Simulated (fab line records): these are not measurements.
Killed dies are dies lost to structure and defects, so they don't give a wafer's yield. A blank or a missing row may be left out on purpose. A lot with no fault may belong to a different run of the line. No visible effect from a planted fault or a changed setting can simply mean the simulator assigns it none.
Struck lot and sound lot, side by side / flow sky130 / 14 steps out of a route of 708
Sound: wafers L444.1, L444.5, L444.6. Struck: wafers L450.2, L450.5, L450.6. At the end, the cause is stated.
At each step with rows: each side's tool, then ch and its chambers, then its first start. Under that, the readings that differ: sound wafers / struck wafers / difference of the means / sigmas: that difference in standard deviations of wafers without a fault.
alike: readings whose means differ by less than 2 such deviations, and words and numbers that are the same on both sides. not compared: withheld readings, readings that some wafer has no value for, bounds like >300 that may hide the same value, and numbers for which the record gives no deviation and whose values overlap.
The two part at a step that has a row with sigmas, a row that says differs or no value, or rows on one side only. Non-overlapping numbers with no deviation appear without sigmas and do not part them. Lack of a reading on every wafer of one side parts them only where that side has two or more wafers.

first, 2 steps without rows for these wafers: SKY_VT_ADJUST_PCH_PEB_05; SKY_VT_ADJUST_PCH_DEVELOP_06 (develop time 60 s).
SKY_VT_ADJUST_PCH_OVL_MEAS_07:
  sound: overlay-02 at day 13 22:15; struck: overlay-02 at day 15 16:50
  alike: VT_ADJUST_PCH_OVL
then, 1 step without rows for these wafers: SKY_VT_ADJUST_PCH_IMPLANT_08.
SKY_VT_ADJUST_PCH_STRIP_09: strips in O2/N2.
  sound on plasma asher-02 ch 0,1, day 13 22:26; struck on plasma asher-03 ch 0,1, day 15 17:01
  alike: drypump motor current A, n2 flow sccm, o2 flow sccm, oes product au, strip time to endpoint s
  not compared: rf hours counter h
SKY_VT_ADJUST_PCH_TW_MEAS_10:
  sound: film metro-04 at day 13 22:32; struck: film metro-01 at day 15 17:07
reading=VT_ADJUST_PCH_TW; sound=142.2 142.9 142.4; struck=144.6 144.5 144.1; difference=+1.9; sigmas=+3
then, 6 steps without rows for these wafers: SKY_SONOS_TUNNEL_DEHYDRATE_00 (time 60 s); SKY_SONOS_TUNNEL_HMDS_01 (prime time 60 s); SKY_SONOS_TUNNEL_COAT_02 (resist thk 1140 nm); SKY_SONOS_TUNNEL_SOFTBAKE_03 (time 60 s); SKY_SONOS_TUNNEL_EXPOSE_04 (exposes mask TUNM, target cd 410 nm); SKY_SONOS_TUNNEL_PEB_05.
SKY_SONOS_TUNNEL_DEVELOP_06: develop time 60 s.
  sound on litho track-03 ch 0, day 15 00:25; struck on litho track-03, day 16 21:12
  no value came back on the struck wafers for chill plate temp C (C), develop time s (s); on the sound wafers chill plate temp C (C) reads 23.14 23.02 23.10
SKY_SONOS_TUNNEL_CD_MEAS_07: the cd target is 410 nm.
  sound: cd sem-02 at day 15 00:34; struck: cd sem-02 at day 16 21:20
reading=cd nm (nm); sound=411.0 407.8 408.2; struck=- - -; difference=no value on the struck wafers; sigmas=

== WHERE THEY PART ==
First at SKY_VT_ADJUST_PCH_TW_MEAS_10; last, within this record, at SKY_SONOS_TUNNEL_CD_MEAS_07.

WHY: the cause the simulator had injected
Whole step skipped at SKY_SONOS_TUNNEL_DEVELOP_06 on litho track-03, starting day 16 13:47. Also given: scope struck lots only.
